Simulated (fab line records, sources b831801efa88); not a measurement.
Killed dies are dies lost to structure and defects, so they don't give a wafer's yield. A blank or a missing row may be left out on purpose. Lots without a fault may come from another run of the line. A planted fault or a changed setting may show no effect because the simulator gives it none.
Which tool did it? | flow sky130 | 24 lots, 72 wafers sampled, at 4 steps of a route of 708

WHAT THE GAUGES READ, wafer by wafer
SKY_RES_PROTECT_TW_MEAS_08.
lot  | measured     | on            | POLY_GATE_TW
L074 | day 15 22:55 | film_metro-02 | 4001 4000 4000
L076 | day 16 04:08 | film_metro-02 | 3972 3970 3981
L075 | day 16 03:51 | film_metro-04 | 4038 4041 4045
L077 | day 16 19:51 | film_metro-01 | 4039 4057 4031
L078 | day 17 02:56 | film_metro-01 | 4037 4027 4036
L079 | day 17 10:54 | film_metro-01 | 4053 4046 4066
L080 | day 17 14:16 | film_metro-01 | 4105 4064 4065
L081 | day 17 19:33 | film_metro-01 | 4064 4053 4065
L082 | day 18 10:19 | film_metro-01 | 4078 4055 4050
L083 | day 18 14:21 | film_metro-01 | 4079 4072 4077
L084 | day 19 00:14 | film_metro-01 | 4092 4060 4086
L085 | day 19 11:37 | film_metro-01 | 4071 4064 4061
L086 | day 19 18:19 | film_metro-01 | 4065 4051 4032
L087 | day 20 07:40 | film_metro-04 | 4064 4073 4038
L088 | day 20 11:15 | film_metro-04 | 4054 4047 4060
L089 | day 20 18:52 | film_metro-04 | 4024 4053 4053
L090 | day 20 22:14 | film_metro-02 | 3968 3945 3951
L091 | day 21 07:07 | film_metro-01 | 4056 4069 4052
L092 | day 21 14:05 | film_metro-02 | 3998 4033 4021
L093 | day 22 01:19 | film_metro-04 | 4098 4124 4096
L094 | day 22 05:37 | film_metro-04 | 4090 4097 4102
L095 | day 22 17:36 | film_metro-04 | 4083 4093 4087
L096 | day 23 07:20 | film_metro-01 | 4059 4042 4032
L097 | day 23 12:22 | film_metro-02 | 3937 3971 3964

SKY_LI_CONTACT_THK_MEAS_01.
lot  | measured     | on            | LI_CONTACT_HDPCVD_THK (nm)
L074 | day 28 20:03 | film_metro-02 | 926 938 941
L076 | day 29 03:17 | film_metro-02 | 923 926 910
L075 | day 29 04:05 | film_metro-03 | 931 936 932
L077 | day 29 16:49 | film_metro-01 | 934 953 943
L078 | day 29 22:25 | film_metro-02 | 930 922 934
L079 | day 30 02:43 | film_metro-02 | 927 933 939
L080 | day 30 09:48 | film_metro-02 | 934 935 936
L081 | day 30 14:05 | film_metro-01 | 933 950 946
L082 | day 31 04:35 | film_metro-03 | 950 948 948
L083 | day 31 07:20 | film_metro-01 | 943 933 942
L084 | day 31 16:53 | film_metro-02 | 940 928 933
L085 | day 32 01:13 | film_metro-01 | 922 927 917
L086 | day 32 07:35 | film_metro-01 | 935 923 932
L087 | day 32 20:57 | film_metro-01 | 947 933 945
L088 | day 32 22:28 | film_metro-03 | 940 919 923
L089 | day 33 06:21 | film_metro-02 | 923 910 910
L090 | day 33 08:13 | film_metro-03 | 937 941 935
L091 | day 33 13:43 | film_metro-01 | 929 932 927
L092 | day 33 20:29 | film_metro-02 | 920 910 923
L093 | day 34 09:03 | film_metro-01 | 942 940 932
L094 | day 34 13:01 | film_metro-03 | 923 941 929
L095 | day 34 22:30 | film_metro-03 | 930 935 919
L096 | day 35 08:26 | film_metro-03 | 936 935 923
L097 | day 35 15:20 | film_metro-03 | 940 934 935

WHICH TOOL RAN EACH LOT (tool, then ch and the chambers of the sampled wafers, then the start)
lot  | SKY_GATE_OXIDE_STRIP_13              | SKY_SPACER_ETCHBACK_02
L074 | plasma_asher-04 ch 0,1, day 14 15:03 | rie_diel-02 ch 0,1,3, day 23 21:35
L076 | plasma_asher-02 ch 0,1, day 14 19:46 | rie_diel-02 ch 1,2,3, day 24 04:25
L075 | plasma_asher-04 ch 0,1, day 14 20:06 | rie_diel-04 ch 0,1,3, day 24 04:25
L077 | plasma_asher-03 ch 0,1, day 15 12:38 | rie_diel-02 ch 0,2, day 24 19:21
L078 | plasma_asher-02 ch 0,1, day 15 15:36 | rie_diel-01 ch 1,2,3, day 25 02:47
L079 | plasma_asher-03 ch 0,1, day 16 02:39 | rie_diel-01 ch 2,3, day 25 07:37
L080 | plasma_asher-04 ch 0,1, day 16 06:06 | rie_diel-02 ch 0,2, day 25 13:05
L081 | plasma_asher-02 ch 0,1, day 16 11:41 | rie_diel-02 ch 0,1,2, day 25 19:03
L082 | plasma_asher-03 ch 0,1, day 16 23:27 | rie_diel-04 ch 1,3, day 26 09:55
L083 | plasma_asher-03 ch 0,1, day 17 03:23 | rie_diel-04 ch 1,3, day 26 12:29
L084 | plasma_asher-04 ch 0, day 17 13:56   | rie_diel-02 ch 2,3, day 26 22:58
L085 | plasma_asher-02 ch 0,1, day 18 01:17 | rie_diel-04 ch 1,2, day 27 07:44
L086 | plasma_asher-03 ch 0,1, day 18 05:16 | rie_diel-02 ch 2,3, day 27 13:28
L087 | plasma_asher-04 ch 0, day 18 21:14   | rie_diel-01 ch 0,2, day 28 02:10
L088 | plasma_asher-04 ch 0,1, day 19 01:29 | rie_diel-01 ch 0,1,2, day 28 06:05
L089 | plasma_asher-02 ch 0,1, day 19 07:36 | rie_diel-01 ch 0,1, day 28 14:14
L090 | plasma_asher-03 ch 0,1, day 19 11:38 | rie_diel-02 ch 1,3, day 28 15:29
L091 | plasma_asher-02 ch 0,1, day 19 20:21 | rie_diel-04 ch 0,1,2, day 28 22:16
L092 | plasma_asher-02 ch 0,1, day 20 04:08 | rie_diel-01 ch 0,1,2, day 29 05:48
L093 | plasma_asher-03 ch 0,1, day 20 15:09 | rie_diel-02 ch 0,1,2, day 29 17:29
L094 | plasma_asher-03 ch 0,1, day 20 19:48 | rie_diel-01 ch 1,2, day 29 21:07
L095 | plasma_asher-03 ch 0,1, day 21 08:03 | rie_diel-02 ch 0,1,3, day 30 08:32
L096 | plasma_asher-03 ch 0,1, day 21 21:43 | rie_diel-04 ch 1,2, day 30 18:47
L097 | plasma_asher-02 ch 0,1, day 22 02:50 | rie_diel-02 ch 1,2,3, day 31 01:39
- SKY_GATE_OXIDE_STRIP_13: strips in O2/N2.
- SKY_SPACER_ETCHBACK_02: etches Si3N4 in CH3F/O2, stops on SiO2, time 46.7 s, target depth 45 nm.

WHAT THE TOOLS THEMSELVES READ (means of the sampled wafers that have a number; where no wafer has one, the mark that the record gives instead)
SKY_GATE_OXIDE_STRIP_13.
lot  | tool            | drypump_motor_current_A (A) | oes_product_au (a.u.) | strip_time_to_endpoint_s (s)
L074 | plasma_asher-04 | 5.5                         | 0.713                 | 14.17
L076 | plasma_asher-02 | 6.0                         | 0.713                 | 14.18
L075 | plasma_asher-04 | 5.5                         | 0.713                 | 14.21
L077 | plasma_asher-03 | 5.8                         | 0.717                 | 14.22
L078 | plasma_asher-02 | 6.0                         | 0.712                 | 14.18
L079 | plasma_asher-03 | 5.8                         | 0.711                 | 14.20
L080 | plasma_asher-04 | 5.4                         | 0.714                 | 14.17
L081 | plasma_asher-02 | 5.6                         | 0.719                 | 14.18
L082 | plasma_asher-03 | 5.8                         | 0.715                 | 14.21
L083 | plasma_asher-03 | 5.9                         | 0.716                 | 14.17
L084 | plasma_asher-04 | 5.3                         | 0.715                 | 14.19
L085 | plasma_asher-02 | 5.6                         | 0.717                 | 14.21
L086 | plasma_asher-03 | 5.8                         | 0.714                 | 14.14
L087 | plasma_asher-04 | 5.3                         | 0.714                 | 14.17
L088 | plasma_asher-04 | 5.5                         | 0.717                 | 14.18
L089 | plasma_asher-02 | 6.0                         | 0.721                 | 14.17
L090 | plasma_asher-03 | 5.9                         | 0.715                 | 14.14
L091 | plasma_asher-02 | 5.6                         | 0.719                 | 14.14
L092 | plasma_asher-02 | 5.6                         | 0.714                 | 14.14
L093 | plasma_asher-03 | 5.8                         | 0.718                 | 14.17
L094 | plasma_asher-03 | 5.8                         | 0.717                 | 14.21
L095 | plasma_asher-03 | 5.9                         | 0.714                 | 14.18
L096 | plasma_asher-03 | 5.9                         | 0.716                 | 14.16
L097 | plasma_asher-02 | 6.0                         | 0.715                 | 14.22

SKY_SPACER_ETCHBACK_02.
lot  | tool        | drypump_motor_current_A (A) | oes_product_au (a.u.) | throttle_valve_pct (%)
L074 | rie_diel-02 | 5.5                         | 0.848                 | 10.548
L076 | rie_diel-02 | 5.5                         | 0.855                 | 10.560
L075 | rie_diel-04 | 5.2                         | 0.857                 | 10.565
L077 | rie_diel-02 | 5.1                         | 0.854                 | 10.564
L078 | rie_diel-01 | 6.2                         | 0.859                 | 10.569
L079 | rie_diel-01 | 6.1                         | 0.847                 | 10.565
L080 | rie_diel-02 | 5.1                         | 0.858                 | 10.566
L081 | rie_diel-02 | 5.2                         | 0.858                 | 10.555
L082 | rie_diel-04 | 5.0                         | 0.854                 | 10.565
L083 | rie_diel-04 | 5.0                         | 0.859                 | 10.577
L084 | rie_diel-02 | 5.7                         | 0.851                 | 10.556
L085 | rie_diel-04 | 5.3                         | 0.840                 | 10.564
L086 | rie_diel-02 | 5.7                         | 0.853                 | 10.562
L087 | rie_diel-01 | 5.5                         | 0.856                 | 10.565
L088 | rie_diel-01 | 5.8                         | 0.852                 | 10.556
L089 | rie_diel-01 | 5.8                         | 0.856                 | 10.560
L090 | rie_diel-02 | 5.6                         | 0.852                 | 10.566
L091 | rie_diel-04 | 5.3                         | 0.855                 | 10.563
L092 | rie_diel-01 | 5.8                         | 0.852                 | 10.574
L093 | rie_diel-02 | 5.2                         | 0.845                 | 10.549
L094 | rie_diel-01 | 5.9                         | 0.856                 | 10.559
L095 | rie_diel-02 | 5.6                         | 0.852                 | 10.557
L096 | rie_diel-04 | 5.3                         | 0.858                 | 10.561
L097 | rie_diel-02 | 5.5                         | 0.853                 | 10.558

THE ANSWER, worked out from the rows above alone
Rule: what is usual is taken from the lots themselves. Put in order of their means at a reading, lots are off if they are a third of the lots or fewer, leave a main group of 4 or more, and stand apart from it by a gap of 3 or more times the standard deviation of the main group's means; of several such gaps the widest counts. A main group whose means are all the same, to the digits that the tables above print for the reading, isn't used. A lot without any number at a reading at which 4 lots or more have one is off too. The other lots that the step has rows for count as sound. The gauges are gone through in route order, then the tools' own readings, and for those a lot's mean is taken as printed above. The first step at which some lot is off is used, and at that step the reading that is off furthest; a lot without a number counts as furthest.
No lot is off at any reading shown: from this, nothing can be told.

WHAT THE SIMULATOR HAD PUT IN
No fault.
